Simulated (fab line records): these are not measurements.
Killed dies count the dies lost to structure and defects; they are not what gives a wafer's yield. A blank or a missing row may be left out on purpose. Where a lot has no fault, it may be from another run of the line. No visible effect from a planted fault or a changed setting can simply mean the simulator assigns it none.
A single fault, viewed from 2 desks :: flow sky130 :: only its own numbers are on each desk; what lay behind them is given at the end

## AT THE METROLOGY DESK
Lot by lot, what the gauges showed, no matter which tool ran the lot: averages of those sampled wafers that carry a number. Marked OUT: a lot whose mean sits more than 4 standard deviations from the usual mean, which makes it out of limits; the brackets give that distance.
Columns: A = SD_N_RS at SKY_SD_N_RS_MEAS_16, usual 68.55 ohm/sq
lot: L985
first seen here: day 27 04:19
A: 68.51

lot: L986
first seen here: day 28 07:23
A: 68.51

lot: L989
first seen here: day 29 05:38
A: 68.66

lot: L988
first seen here: day 29 11:23
A: 68.62

lot: L990
first seen here: day 30 05:58
A: 68.54

lot: L991
first seen here: day 30 22:09
A: 68.60

lot: L992
first seen here: day 31 05:53
A: 68.70

lot: L995
first seen here: day 31 09:19
A: 68.57

lot: L999
first seen here: day 33 09:47
A: 68.45

lot: L102
first seen here: day 33 14:20
A: 68.58

lot: L103
first seen here: day 33 17:35
A: 68.53

lot: L106
first seen here: day 34 19:08
A: 68.68

lot: L108
first seen here: day 35 17:17
A: 68.65
This desk's finding: nothing out of limits on any of the 13 lots.

## DESK OF THE TOOL OWNER: cmp-01
The tool's own readings at SKY_CONTACT_CMP_04 (polishes SiO2): means of the sampled wafers that have a number, for each lot that ran on this tool. Marked OUT: a lot whose mean sits more than 4 standard deviations from the usual mean, which makes it out of limits; the brackets give that distance.
Columns: A = headPressurePsi at SKY_CONTACT_CMP_04, usual 4.001 psi; B = motorCurrentA at SKY_CONTACT_CMP_04, usual 13.0 A; C = timeToEndpointS at SKY_CONTACT_CMP_04, usual 82 s
lot: L989
first seen here: day 31 18:21
A: 3.995
B: 12.3
C: 84

lot: L999
first seen here: day 35 18:01
A: 4.008
B: 10.9
C: 87

lot: L102
first seen here: day 35 22:25
A: 4.154 (+16) OUT
B: 13.2
C: 82

lot: L103
first seen here: day 36 02:13
A: 4.147 (+16) OUT
B: 13.2
C: 79
This desk's finding: out of limits on L102, L103; first on L102, day 35 22:25 (headPressurePsi at SKY_CONTACT_CMP_04). L989, L999: within limits.

## PUT TOGETHER
The tool owner's desk could have raised an alarm at day 35 22:25, on L102, L103.
Metrology desk: nothing out of limits seen.
The metrology desk holds a record of L102, L103, inside its limits.
Of the lots named, all ran SKY_CONTACT_CMP_04 on cmp-01.

## WHAT THE SIMULATOR PUT IN
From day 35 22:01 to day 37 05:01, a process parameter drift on cmp-01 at SKY_CONTACT_CMP_04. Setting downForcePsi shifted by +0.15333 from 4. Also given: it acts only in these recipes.
Shown lots that were struck: L102, L103.
How many hours passed from the start of the fault until each desk's first out-of-limits reading: the tool owner's desk, 0.
